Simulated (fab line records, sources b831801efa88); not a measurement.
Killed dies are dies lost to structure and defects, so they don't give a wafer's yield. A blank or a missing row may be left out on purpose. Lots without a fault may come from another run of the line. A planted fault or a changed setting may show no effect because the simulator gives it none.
fab line records | flow sky130
record lots=6 wafers=16 last_day=49
route steps=708 shown PWDE@48 NWELL@56 VT_ADJUST_HVTP@85 PAD_OPEN@708
lots that met no fault: from a run of the same line without faults
start_h: hours from the record's first day to the start of the lot's first wafer shown | wait_h: hours since the lot's step before | " the same as in the row above | L1.1+2: a row that stands for several wafers | - no value, or no start given | * or withheld: withheld | < > ~ a bound
route shown NAME@n: a module of which the file shows steps, and the number in the route of the first | usual: mean/standard deviation of fault-free wafers | same: alike in all rows | chamber/n: place in a boat | sites: the reading at each site | _std_site: their standard deviation | _edge_site: outer sites' mean less inner sites' | radius_mm: how far each site lies from the wafer's centre | mask NAME#n: copy n | behind: the tool/chamber that last shaped the wafer | hold: why the lot was held/for how many hours/how that ended | device: the transistor (n, p or np) that didn't switch | end of line: the same wafers' tests at the end of the route | a step without rows: its recipe alone | killed: dies lost to structure and defects at the first sort, not the wafer's yield | map: a wafer's dies, x killed, . not, _ none there
set.NAME: the setting as run; set.NAME@STEP: as run at that earlier step | model.NAME: the simulator's own value behind a step, which no gauge read
lots at some steps of the route; a table a step, a row a wafer
services: from which hour (start_h, from the record's first day; less than 0 if before it) a tool's chamber was out of use, for how many hours, and why
## steps
# step SKY_PWDE_SOFTBAKE_03
# recipe temp_c=110 time_s=withheld
# step SKY_PWDE_EXPOSE_04
# recipe mask_id=PWDEM na=0.6 source_shape=conventional sigma_outer=0.6 polarization=unpolarized target_cd_nm=840 dose_mj=214
# step SKY_PWDE_PEB_05
# recipe temp_c=115 time_s=withheld
# step SKY_PWDE_DEVELOP_06
# recipe wall_angle_deg=90 developer=TMAH develop_time_s=60 dev_temp_c=23
# step SKY_PWDE_OVL_MEAS_07
# usual PWDE_OVL=-0.3/1.5
# columns lot.wafer tool chamber start_h wait_h PWDE_OVL[nm]
L596.3 overlay-01 - 70.28 - -1.2
L596.4 " - " " -1.5
L596.6 " - " " -1.4
L598.1 overlay-01 - 78.87 - -0.7
L598.2 " - " " -0.4
L598.4 " - " " -2.5
L602.4 overlay-01 - 101.43 - -2.7
L602.5 " - " " -2.4
L602.6 " - " " -1.3
L604.5 overlay-02 - 110.53 - 1.6
L604.6 " - " " 1.7
L605.3 overlay-02 - 118.22 - -1.9
L605.5 " - " " -2.0
L614.3 overlay-01 - 170.68 - 1.0
L614.4 " - " " 0.8
L614.5 " - " " 0.7
# step SKY_PWDE_IMPLANT_08
# recipe species=B energy_kev=150 dose_cm2=3.6e+12 tilt_deg=withheld
# step SKY_PWDE_STRIP_09
# recipe chemistry=O2/N2 power_w=1400 pressure_mtorr=1500 platen_temp_c=withheld o2_flow_sccm=3000 n2_flow_sccm=300 overash_fraction=0.5
# usual drypump_motor_current_A=5.7/0.43 oes_product_au=0.723/0.0045 strip_time_to_endpoint_s=36.94/0.11
# columns lot.wafer tool chamber start_h wait_h drypump_motor_current_A oes_product_au rf_hours_counter_h strip_time_to_endpoint_s
L596.3 plasma_asher-04 1 70.49 0.1 6.2 0.719 - 36.98
L596.4 " 0 " " 5.9 0.721 - 36.94
L596.6 " 1 " " 6.3 0.723 - 36.87
L598.1 plasma_asher-03 0 79.06 0.1 5.2 0.726 40 37.05
L598.2 " 1 " " 4.9 0.726 40 37.05
L598.4 " 1 " " 4.8 0.721 - 37.00
L602.4 plasma_asher-03 0 101.64 0.1 5.3 0.727 - 37.11
L602.5 " 0 " " 5.3 0.718 - 37.10
L602.6 " 1 " " 4.9 0.719 - 37.02
L604.5 plasma_asher-04 1 110.76 0.1 6.3 0.721 - 36.90
L604.6 " 0 " " 5.9 0.723 - 36.84
L605.3 plasma_asher-02 1 118.43 0.1 5.8 0.715 - 36.89
L605.5 " 1 " " 5.8 0.726 - 36.84
L614.3 plasma_asher-04 1 170.89 0.1 6.2 0.723 - 36.88
L614.4 " 0 " " 5.8 0.724 - 36.73
L614.5 " 1 " " 6.2 0.723 - 36.88
# step SKY_PWDE_TW_MEAS_10
# usual PWDE_TW=375.2/2
# columns lot.wafer tool chamber start_h wait_h PWDE_TW
L596.3 film_metro-03 - 70.57 0.1 374.8
L596.4 " - " " 373.6
L596.6 " - " " 376.3
L598.1 film_metro-02 - 79.16 0.1 376.8
L598.2 " - " " 375.9
L598.4 " - " " 377.4
L602.4 film_metro-01 - 101.73 0.1 374.6
L602.5 " - " " 375.4
L602.6 " - " " 375.9
L604.5 film_metro-03 - 110.83 0.0 370.9
L604.6 " - " " 371.7
L605.3 film_metro-02 - 118.51 0.1 373.8
L605.5 " - " " 370.9
L614.3 film_metro-02 - 170.98 0.1 378.1
L614.4 " - " " 376.6
L614.5 " - " " 377.3
# step SKY_NWELL_DEHYDRATE_03
# recipe temp_c=200 time_s=60
# step SKY_NWELL_HMDS_04
# recipe prime_time_s=60 prime_temp_c=120
# step SKY_NWELL_COAT_05
# recipe spin_rpm=2000 resist_thk_nm=3000
# step SKY_NWELL_SOFTBAKE_06
# recipe temp_c=110 time_s=withheld
# step SKY_NWELL_EXPOSE_07
# recipe mask_id=NWM na=0.6 source_shape=conventional sigma_outer=0.6 polarization=unpolarized target_cd_nm=840 dose_mj=255
# columns lot.wafer tool chamber start_h wait_h mask
L596.3+4+6 iline_stepper-02 0 79.55 - NWM#0
L598.1+2+4 iline_stepper-02 0 88.30 - NWM#0
L602.4+5+6 iline_stepper-02 0 110.83 - NWM#0
L604.5+6 iline_stepper-02 0 119.95 - NWM#0
L605.3+5 iline_stepper-02 0 127.67 - NWM#0
L614.3+4+5 iline_stepper-01 0 181.62 - NWM#0
# step SKY_NWELL_PEB_08
# recipe temp_c=115 time_s=withheld
# step SKY_NWELL_DEVELOP_09
# recipe wall_angle_deg=90 developer=TMAH develop_time_s=60 dev_temp_c=23
# step SKY_NWELL_OVL_MEAS_10
# usual NWELL_00_OVL=0.4/1.6
# columns lot.wafer tool chamber start_h wait_h NWELL_00_OVL[nm]
L596.3 overlay-02 - 88.53 - -0.5
L596.4 " - " " 0.8
L596.6 " - " " 2.1
L598.1 overlay-02 - 96.57 - 1.8
L598.2 " - " " 2.5
L598.4 " - " " 0.8
L602.4 overlay-01 - 119.65 - -0.5
L602.5 " - " " 0.5
L602.6 " - " " -0.9
L604.5 overlay-01 - 128.80 - -2.3
L604.6 " - " " -1.6
L605.3 overlay-02 - 137.13 - -1.9
L605.5 " - " " -0.4
L614.3 overlay-01 - 191.77 - -0.3
L614.4 " - " " -0.7
L614.5 " - " " -1.0
# step SKY_NWELL_IMPLANT_11
# recipe species=P energy_kev=400 dose_cm2=1.9e+13 tilt_deg=withheld
# step SKY_NWELL_IMPLANT_12
# recipe species=P energy_kev=120 dose_cm2=1.3e+12 tilt_deg=withheld
# step SKY_NWELL_IMPLANT_13
# recipe species=P energy_kev=50 dose_cm2=7e+11 tilt_deg=withheld
# step SKY_NWELL_STRIP_14
# recipe chemistry=O2/N2 power_w=1400 pressure_mtorr=1500 platen_temp_c=withheld o2_flow_sccm=3000 n2_flow_sccm=300 overash_fraction=0.5
# usual drypump_motor_current_A=5.7/0.34 oes_product_au=0.722/0.0046 strip_time_to_endpoint_s=36.88/0.11
# columns lot.wafer tool chamber start_h wait_h drypump_motor_current_A oes_product_au rf_hours_counter_h strip_time_to_endpoint_s
L596.3 plasma_asher-02 0 89.04 0.1 5.7 0.723 - 36.78
L596.4 " 1 " " 5.8 0.721 - 36.86
L596.6 " 0 " " 5.7 0.724 - 36.89
L598.1 plasma_asher-01 0 97.06 0.1 5.1 0.724 41 36.97
L598.2 " 1 " " 5.4 0.726 41 36.99
L598.4 " 1 " " 5.5 0.724 - 37.06
L602.4 plasma_asher-02 0 120.15 0.1 5.7 0.717 - 36.71
L602.5 " 1 " " 5.8 0.722 - 36.76
L602.6 " 0 " " 5.7 0.721 - 36.79
L604.5 plasma_asher-04 1 129.32 0.1 6.2 0.722 - 36.92
L604.6 " 0 " " 5.8 0.729 - 36.96
L605.3 plasma_asher-02 1 137.64 0.1 5.8 0.727 - 36.70
L605.5 " 0 " " 5.7 0.723 - 36.89
L614.3 plasma_asher-02 0 192.28 0.1 5.7 0.728 - 37.00
L614.4 " 1 " " 5.8 0.718 - 37.05
L614.5 " 1 " " 5.8 0.718 - 37.11
# step SKY_NWELL_TW_MEAS_15
# usual NWELL_TW=1825/12
# columns lot.wafer tool chamber start_h wait_h NWELL_TW
L596.3 film_metro-03 - 89.13 0.1 1811
L596.4 " - " " 1807
L596.6 " - " " 1807
L598.1 film_metro-02 - 97.16 0.1 1802
L598.2 " - " " 1819
L598.4 " - " " 1809
L602.4 film_metro-03 - 120.25 0.1 1817
L602.5 " - " " 1826
L602.6 " - " " 1824
L604.5 film_metro-03 - 129.40 0.0 1816
L604.6 " - " " 1829
L605.3 film_metro-01 - 137.73 0.1 1834
L605.5 " - " " 1839
L614.3 film_metro-03 - 192.36 0.1 1813
L614.4 " - " " 1814
L614.5 " - " " 1811
# step SKY_NWELL_DEHYDRATE_16
# recipe temp_c=200 time_s=60
# step SKY_NWELL_HMDS_17
# recipe prime_time_s=60 prime_temp_c=120
# step SKY_NWELL_COAT_18
# recipe spin_rpm=2000 resist_thk_nm=3000
# step SKY_NWELL_SOFTBAKE_19
# recipe temp_c=110 time_s=withheld
# step SKY_NWELL_EXPOSE_20
# recipe mask_id=NWM_COMPLEMENT na=0.6 source_shape=conventional sigma_outer=0.6 polarization=unpolarized target_cd_nm=840 dose_mj=260
# step SKY_NWELL_PEB_21
# recipe temp_c=115 time_s=withheld
# step SKY_NWELL_DEVELOP_22
# recipe wall_angle_deg=90 developer=TMAH develop_time_s=60 dev_temp_c=23
# step SKY_NWELL_OVL_MEAS_23
# usual NWELL_01_OVL=-0.7/1.2
# columns lot.wafer tool chamber start_h wait_h NWELL_01_OVL[nm]
L596.3 overlay-01 - 105.53 - -4.2
L596.4 " - " " -3.2
L596.6 " - " " -3.1
L598.1 overlay-01 - 114.61 - -2.0
L598.2 " - " " -1.1
L598.4 " - " " -0.9
L602.4 overlay-01 - 139.04 - -1.0
L602.5 " - " " -1.4
L602.6 " - " " -0.6
L604.5 overlay-01 - 147.63 - -3.2
L604.6 " - " " -3.1
L605.3 overlay-02 - 156.70 - -0.1
L605.5 " - " " 0.3
L614.3 overlay-02 - 213.53 - 0.8
L614.4 " - " " -0.4
L614.5 " - " " -0.3
# step SKY_NWELL_IMPLANT_24
# recipe species=B energy_kev=140 dose_cm2=9.2e+12 tilt_deg=withheld
# step SKY_NWELL_STRIP_25
# recipe chemistry=O2/N2 power_w=1400 pressure_mtorr=1500 platen_temp_c=withheld o2_flow_sccm=3000 n2_flow_sccm=300 overash_fraction=0.5
# usual drypump_motor_current_A=5.6/0.42 oes_product_au=0.723/0.0051 strip_time_to_endpoint_s=36.91/0.11
# columns lot.wafer tool chamber start_h wait_h drypump_motor_current_A oes_product_au rf_hours_counter_h strip_time_to_endpoint_s
L596.3 plasma_asher-04 1 105.74 0.1 6.2 0.724 - 37.21
L596.4 " 0 " " 5.8 0.721 - 37.00
L596.6 " 1 " " 6.2 0.721 - 36.97
L598.1 plasma_asher-04 0 114.79 0.1 5.8 0.727 43 36.81
L598.2 " 1 " " 6.3 0.727 43 36.83
L598.4 " 1 " " 6.3 0.726 - 36.81
L602.4 plasma_asher-02 1 139.24 0.1 5.8 0.728 - 37.15
L602.5 " 0 " " 5.7 0.719 - 37.05
L602.6 " 1 " " 5.8 0.728 - 36.90
L604.5 plasma_asher-01 0 147.86 0.1 5.1 0.727 - 36.79
L604.6 " 1 " " 5.5 0.723 - 36.70
L605.3 plasma_asher-01 1 156.90 0.1 5.5 0.725 - 36.81
L605.5 " 1 " " 5.4 0.731 - 36.90
L614.3 plasma_asher-01 0 213.73 0.1 5.1 0.719 - 37.09
L614.4 " 1 " " 5.4 0.733 - 36.95
L614.5 " 0 " " 5.1 0.724 - 37.03
# step SKY_NWELL_TW_MEAS_26
# usual NWELL_2_TW=497.4/2.6
# columns lot.wafer tool chamber start_h wait_h NWELL_2_TW
L596.3 film_metro-02 - 105.83 0.1 496.3
L596.4 " - " " 496.4
L596.6 " - " " 494.0
L598.1 film_metro-01 - 114.89 0.1 498.1
L598.2 " - " " 498.1
L598.4 " - " " 498.9
L602.4 film_metro-02 - 139.34 0.1 498.1
L602.5 " - " " 496.9
L602.6 " - " " 494.6
L604.5 film_metro-02 - 147.93 0.0 490.2
L604.6 " - " " 494.9
L605.3 film_metro-03 - 156.99 0.1 492.0
L605.5 " - " " 496.3
L614.3 film_metro-01 - 213.82 0.1 499.1
L614.4 " - " " 498.0
L614.5 " - " " 499.1
# step SKY_NWELL_CLEAN_27
# recipe chemistry=SC1/SC2 mix=1:4:20 temp_c=70 time_s=150 dry=n2_spin
# step SKY_NWELL_RTA_28
# recipe temp_c=1050 time_s=30 idle_temp_c=650 ramp_up_c_per_s=150 ramp_down_c_per_s=90 ambient=N2
# usual lamp_power_pct=25.31/0.052 wafer_temp_C_max=1055.0/0.99
# same time_s=30
# columns lot.wafer tool chamber start_h wait_h lamp_power_pct wafer_temp_C_max
L596.3 rtp_anneal-02 0 105.95 0.0 25.35 1057.0
L596.4 " 0 " " 25.27 1055.7
L596.6 " 0 " " 25.30 1054.7
L598.1 rtp_anneal-01 0 115.00 0.0 25.28 1055.1
L598.2 " 0 " " 25.40 1054.2
L598.4 " 0 " " 25.24 1053.7
L602.4 rtp_anneal-02 0 139.47 0.1 25.36 1056.2
L602.5 " 0 " " 25.30 1054.0
L602.6 " 0 " " 25.19 1054.7
L604.5 rtp_anneal-01 0 148.07 0.1 25.32 1054.7
L604.6 " 0 " " 25.31 1056.1
L605.3 rtp_anneal-02 0 157.11 0.0 25.34 1053.5
L605.5 " 0 " " 25.36 1054.0
L614.3 rtp_anneal-02 0 213.94 0.0 25.27 1055.6
L614.4 " 0 " " 25.42 1054.1
L614.5 " 0 " " 25.30 1055.9
# step SKY_NWELL_RS_MEAS_29
# recipe thk_meas_gauge=four-point-probe
# usual NWELL_RS=624.0/1.7
# columns lot.wafer tool chamber start_h wait_h NWELL_RS[ohm/sq]
L596.3 film_metro-01 - 106.06 0.1 623.0
L596.4 " - " " 626.0
L596.6 " - " " 621.9
L598.1 film_metro-01 - 115.10 0.1 623.4
L598.2 " - " " 625.2
L598.4 " - " " 622.1
L602.4 film_metro-01 - 139.58 0.1 623.3
L602.5 " - " " 622.4
L602.6 " - " " 623.2
L604.5 film_metro-01 - 148.18 0.1 625.2
L604.6 " - " " 620.9
L605.3 film_metro-02 - 157.22 0.1 625.6
L605.5 " - " " 626.0
L614.3 film_metro-03 - 214.05 0.1 624.0
L614.4 " - " " 623.8
L614.5 " - " " 623.7
# step SKY_NWELL_RS_MEAS_31
# recipe thk_meas_gauge=four-point-probe
# usual PWDE_RS=5269/21
# columns lot.wafer tool chamber start_h wait_h PWDE_RS[ohm/sq]
L596.3 film_metro-01 - 106.30 0.1 5257
L596.4 " - " " 5258
L596.6 " - " " 5254
L598.1 film_metro-01 - 115.34 0.1 5252
L598.2 " - " " 5233
L598.4 " - " " 5230
L602.4 film_metro-01 - 139.82 0.1 5248
L602.5 " - " " 5231
L602.6 " - " " 5246
L604.5 film_metro-01 - 148.42 0.1 5250
L604.6 " - " " 5245
L605.3 film_metro-02 - 157.46 0.1 5284
L605.5 " - " " 5266
L614.3 film_metro-03 - 214.29 0.1 5257
L614.4 " - " " 5259
L614.5 " - " " 5267
# step SKY_VT_ADJUST_HVTP_DEHYDRATE_00
# recipe temp_c=200 time_s=60
# step SKY_VT_ADJUST_HVTP_HMDS_01
# recipe prime_time_s=60 prime_temp_c=120
# step SKY_VT_ADJUST_HVTP_COAT_02
# recipe resist=NOVOLAK spin_rpm=3000 resist_thk_nm=1140
# step SKY_VT_ADJUST_HVTP_SOFTBAKE_03
# recipe temp_c=90 time_s=60 resist=NOVOLAK
# step SKY_VT_ADJUST_HVTP_EXPOSE_04
# recipe mask_id=HVTPM na=0.6 source_shape=conventional sigma_outer=0.6 polarization=unpolarized target_cd_nm=380 dose_mj=140
# step SKY_PAD_OPEN_PROBE_99
# usual killed_at_M0_to_M3=44/6.5 killed_at_M4_up=3.3/1.7 killed_at_contacts=25/5.3 killed_at_front_end=15/5 killed_at_other=0.2/0.47 killed_dies=87/9.9 killed_open=47/8 killed_short=39/6.1
# same gross_dies=492 killed_at_back_side=0
# columns lot.wafer tool chamber start_h wait_h hold killed_at_M0_to_M3 killed_at_M4_up killed_at_contacts killed_at_front_end killed_at_other killed_dies killed_open killed_short
L596.3 prober-01 - 1075.49 0.2 - 42 4 25 11 0 82 51 31
L596.4 prober-01 - 1075.54 0.2 - 43 3 25 9 0 80 38 42
L596.6 prober-01 - 1075.64 0.2 - 49 3 20 26 0 98 55 43
L598.1 prober-01 - 1085.73 0.1 - 37 4 31 8 0 80 46 34
L598.2 prober-01 - 1085.78 0.1 - 37 3 21 14 1 76 35 41
L598.4 prober-01 - 1085.88 0.2 - 35 4 15 7 1 62 36 26
L602.4 prober-01 - 1113.63 0.2 - 36 6 26 14 0 82 43 39
L602.5 prober-01 - 1113.68 0.2 - 38 6 19 17 1 81 47 34
L602.6 prober-01 - 1113.73 0.2 - 37 2 24 22 1 86 50 36
L604.5 prober-01 - 1123.58 0.2 await_dispo/1.8h/release 45 4 26 13 0 88 47 41
L604.6 prober-01 - 1123.63 0.2 await_dispo/1.8h/release 43 2 19 13 0 77 48 29
L605.3 prober-02 - 1128.50 0.2 await_dispo/3.0h/release 43 3 22 13 0 81 43 38
L605.5 prober-02 - 1128.60 0.2 await_dispo/3.0h/release 49 3 21 24 0 97 53 44
L614.3 prober-01 - 1176.28 0.2 - 40 3 30 14 0 87 51 36
L614.4 prober-01 - 1176.33 0.2 - 41 1 37 7 1 87 57 30
L614.5 prober-01 - 1176.38 0.2 - 38 6 15 13 0 72 38 34
# killed by level:class
L596.3 VIA1:geometric_particle:open=12 LI_CONTACT:geometric_particle:open=10 CONTACT:geometric_particle:open=10 VIA1:geometric_particle:short=8 VIA3:geometric_particle:open=6 VIA2:geometric_particle:open=5 METAL3:geometric_particle:short=5 FIELD_ISO:geometric_particle:open=3
L596.4 VIA1:geometric_particle:open=11 CONTACT:geometric_particle:open=9 METAL2:geometric_particle:short=8 VIA1:geometric_particle:short=7 LOCAL_INTERCONNECT:geometric_particle:short=6 VIA3:geometric_particle:open=5 FIELD_ISO:geometric_particle:open=4 LI_CONTACT:geometric_particle:short=4
L596.6 VIA2:geometric_particle:open=12 FIELD_ISO:geometric_particle:short=9 METAL2:geometric_particle:short=9 CONTACT:geometric_particle:open=8 VIA3:geometric_particle:open=7 POLY_GATE:geometric_particle:short=6 VIA1:geometric_particle:open=6 FIELD_ISO:geometric_particle:open=5
L598.1 CONTACT:geometric_particle:open=14 LI_CONTACT:geometric_particle:open=8 VIA1:geometric_particle:open=7 METAL1:geometric_particle:short=6 CONTACT:geometric_particle:short=5 VIA2:geometric_particle:open=5 VIA3:geometric_particle:open=5 POLY_GATE:geometric_particle:short=4
L598.2 VIA1:geometric_particle:open=9 LI_CONTACT:geometric_particle:open=7 VIA3:geometric_particle:short=5 LOCAL_INTERCONNECT:geometric_particle:short=5 METAL1:geometric_particle:short=5 VIA1:geometric_particle:short=5 POLY_GATE:geometric_particle:short=4 VIA3:geometric_particle:open=4
L598.4 CONTACT:geometric_particle:open=8 VIA1:geometric_particle:open=7 VIA3:geometric_particle:open=6 METAL1:geometric_particle:short=5 VIA2:geometric_particle:open=5 POLY_GATE:geometric_particle:open=3 LI_CONTACT:geometric_particle:short=3 VIA1:geometric_particle:short=3
L602.4 CONTACT:geometric_particle:open=12 VIA1:geometric_particle:open=6 METAL2:geometric_particle:short=6 VIA3:geometric_particle:open=6 FIELD_ISO:geometric_particle:open=5 LI_CONTACT:geometric_particle:open=5 METAL1:geometric_particle:short=5 METAL4:geometric_particle:short=5
L602.5 VIA1:geometric_particle:open=10 VIA3:geometric_particle:open=8 LI_CONTACT:geometric_particle:open=6 FIELD_ISO:geometric_particle:open=5 POLY_GATE:geometric_particle:short=5 METAL1:geometric_particle:short=5 CONTACT:geometric_particle:open=5 LI_CONTACT:geometric_particle:short=4
L602.6 CONTACT:geometric_particle:open=11 VIA1:geometric_particle:open=9 METAL1:geometric_particle:short=8 FIELD_ISO:geometric_particle:open=7 FIELD_ISO:geometric_particle:short=5 LI_CONTACT:geometric_particle:open=5 METAL2:geometric_particle:short=5 VIA3:geometric_particle:open=5
L604.5 METAL1:geometric_particle:short=11 CONTACT:geometric_particle:open=11 VIA1:geometric_particle:open=6 VIA2:geometric_particle:open=6 LI_CONTACT:geometric_particle:open=5 VIA3:geometric_particle:open=5 VIA2:geometric_particle:short=4 POLY_GATE:geometric_particle:short=3
L604.6 VIA2:geometric_particle:open=10 VIA1:geometric_particle:open=9 VIA3:geometric_particle:open=8 CONTACT:geometric_particle:open=7 LI_CONTACT:geometric_particle:open=6 METAL1:geometric_particle:short=5 METAL2:geometric_particle:short=4 FIELD_ISO:geometric_particle:open=3
L605.3 VIA1:geometric_particle:open=8 CONTACT:geometric_particle:open=7 VIA2:geometric_particle:open=7 FIELD_ISO:geometric_particle:short=6 CONTACT:geometric_particle:short=6 METAL3:geometric_particle:short=6 LI_CONTACT:geometric_particle:open=5 VIA3:geometric_particle:open=5
L605.5 CONTACT:geometric_particle:open=9 VIA3:geometric_particle:open=8 VIA1:geometric_particle:open=8 VIA2:geometric_particle:open=8 FIELD_ISO:geometric_particle:short=7 METAL2:geometric_particle:short=6 VIA1:geometric_particle:short=5 POLY_CUT:geometric_particle:open=4
L614.3 VIA1:geometric_particle:open=12 CONTACT:geometric_particle:open=10 CONTACT:geometric_particle:short=9 VIA2:geometric_particle:open=7 LI_CONTACT:geometric_particle:open=5 VIA1:geometric_particle:short=5 VIA3:geometric_particle:open=5 LOCAL_INTERCONNECT:geometric_particle:short=4
L614.4 CONTACT:geometric_particle:open=16 VIA1:geometric_particle:open=15 CONTACT:geometric_particle:short=8 LI_CONTACT:geometric_particle:open=7 VIA3:geometric_particle:open=7 METAL1:geometric_particle:short=4 VIA1:geometric_particle:short=4 VIA2:geometric_particle:open=3
L614.5 VIA1:geometric_particle:open=10 FIELD_ISO:geometric_particle:open=6 CONTACT:geometric_particle:open=6 VIA3:geometric_particle:open=6 METAL4:geometric_particle:short=6 FIELD_ISO:geometric_particle:short=5 VIA1:geometric_particle:short=5 METAL2:geometric_particle:short=5
# map L604.5 (x killed, . not)
__________.........._________
________.........xx..._______
______.....x.xx..x....x._____
_____.x..........x.xx....____
____.....x..x....xx....x..___
___..x...........x..x......__
__....xxx...x..............._
_..x...x.x...x..x.........x..
_............................
_.xx..xx...xx....x.....x.....
_.x........x..x..xxx........x
_..x....x..........x......xx.
_...x..x...x.xx..x....x..x...
_..........x...x.....xxx.....
_x....x.................xx...
__x......x.....x...x.....x.x_
___.....x..x..........x....__
____............x.......x.___
_____.......x.x.x........____
______...xx..x....x....x_____
________.x......x.x..._______
__________.........._________
# map L605.5 (x killed, . not)
__________x..x....x._________
________x..........xx._______
______......x..........x_____
_____......xx.....x....xx____
____.....x.....x..x.....x.___
___xx..x..x...x.....x..x...__
__..........x............x.._
_....xx....x.......x...x...x.
_.x.......x..................
_.......x..x......x...x..x...
_..............x...xxxx......
_.x......x...x........x......
_.....x.x.x..x......x......x.
_...x.x.....x....xx....x.....
_...x..x..x........xx......x.
__x......x....x....x.x......_
___....x.xx.....xx..x.x....__
____.....xxx.x........x...___
_____.x...xx.........x...____
______....x....x....xx.x_____
________.x..xx.x..x..._______
__________.........._________
## services
# columns tool chamber start_h hours kind
plasma_asher-01 - 48.37 2.8 pm
plasma_asher-01 - 86.17 3.5 repair
iline_stepper-02 - 92.88 2.1 pm
iline_stepper-02 - 94.96 - consumable_replace:lamp
plasma_asher-03 - 95.94 0.7 repair
iline_stepper-02 - 99.42 3.7 repair
plasma_asher-03 - 108.75 9.0 pm
plasma_asher-03 0 108.75 9.0 vent_cycle
plasma_asher-03 1 108.75 9.0 vent_cycle
plasma_asher-03 0 117.75 - clean
plasma_asher-03 1 117.75 - clean
iline_stepper-01 - 144.33 2.1 pm
iline_stepper-01 - 146.41 - consumable_replace:lamp
plasma_asher-02 - 148.94 16.0 pm
rtp_anneal-01 - 156.84 97.5 pm
plasma_asher-02 - 171.47 1.2 repair
iline_stepper-01 - 184.76 4.4 pm
## key
first_sign step=SKY_PAD_OPEN_PROBE_99 reading=hold direction=added
effect none on later readings
met_at SKY_NWELL_EXPOSE_07
struck_wafers L604.5,L605.5
tester_left_out L604,L605
onset_between 110.83 119.95
fault kind=process_parameter_drift tool=iline_stepper-02 chamber=- onset_h=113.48 steps=SKY_NWELL_EXPOSE_07 channel=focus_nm offset=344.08 shape=step end_h=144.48 scope=struck_wafers_only
# tester_left_out: of these lots the tester's yield and bins aren't shown, on N5 and GAA mostly nor the transistor test; their killed dies are dies lost to structure and defects alone, not to doping, threshold or leakage, so they don't give the yield
